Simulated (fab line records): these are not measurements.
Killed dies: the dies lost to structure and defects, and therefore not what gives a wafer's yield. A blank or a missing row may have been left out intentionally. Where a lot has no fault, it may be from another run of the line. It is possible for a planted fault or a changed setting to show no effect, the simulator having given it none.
Problem report in the 8D (eight disciplines) form, filled by code / flow gf180mcu / the parts of the form that need people (team, actions taken, sign-off) are left out

1. THE PROBLEM
Mean of susceptor_temp_C at GF_HV_LDD_CVD_56: 771.5 C across 6 wafers in 2 lots; on wafers with no fault it is 769.9 C (standard deviation 0.32). That puts it +4.9 standard deviations away from the usual mean.
The step: deposits Si3N4 from DCS/NH3, target thk 90 nm, time 1543 s.
The first sign was on wafer L603.3 at day 14 17:07, on lpcvd-02. Wafers with a number at this step in the record: 42, from 14 lots. By rule, "out" or "out of limits" means more than 4 standard deviations away from the usual mean. The other wafers with a number count as sound.

2. WHAT IT IS; WHAT IT IS NOT
question=which readings at this step | is=susceptor_temp_C | is not=spike_tc_upper_C, zone_power_bottom_pct, zone_power_centre_pct
question=which lots | is=L603, L604 | is not=L599, L600, L601, L602, L608, L613, L614, L615, L616, L617, L618, L620
question=which wafers of those lots | is=all that have a number | is not=-
question=read on which tools | is=lpcvd-02 | is not=lpcvd-01
question=when | is=from day 14 17:07 | is not=up to then (12 sound wafers); but 24 sound wafers of L608, L613, L614, L615, L616, L617, L618, L620 came after

3. THE SUSPECTS, EACH WITH WHAT RULES IT OUT
Counting: a tool stays on the suspect list if, at a process step up to the reading, it processed all lots that are out and no sound lot following the first of them.
- lpcvd-02 at GF_HV_LDD_CVD_56 (deposits Si3N4 from DCS/NH3, target thk 90 nm, time 1543 s): ruled out as a lasting fault. Sound lots L613, L616, L617 ran on it after its first lot that is out, L603 (day 14 17:07).
Left after counting: nothing in the record.

4. THE CAUSE (what the simulator had put in)
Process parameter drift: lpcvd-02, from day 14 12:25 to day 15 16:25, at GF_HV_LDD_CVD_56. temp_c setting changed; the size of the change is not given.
Counting ruled it out, wrongly.

5. THE EFFECT CHAIN, in route order
One row per reading whose mean, taken over the struck wafers that have a number, lies over 3 standard deviations from the usual. Only readings whose record carries a usual standard deviation are examined. hours: median over the lots of the time between each lot's start at the first step of this table that gives one and its start at this step. sigmas: the change, counted in usual standard deviations.
hours=0; step=GF_HV_LDD_CVD_56; reading=susceptor_temp_C; usual=769.9 C; on struck wafers=771.5; change=+1.6; sigmas=+4.9
Its process steps:
- GF_HV_LDD_CVD_56: deposits Si3N4 from DCS/NH3, target thk 90 nm, time 1543 s.
Later measuring or inspecting steps at which every struck wafer that the step has a row for has a number for every such reading, and none has moved that far: GF_NSD_TW_MEAS_12, GF_SAB_CD_MEAS_09.

6. HOW IT WOULD HAVE BEEN CAUGHT EARLIER
The fault began at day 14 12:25; the first out-of-limits reading in this record came at day 14 17:07, 5 hours later.
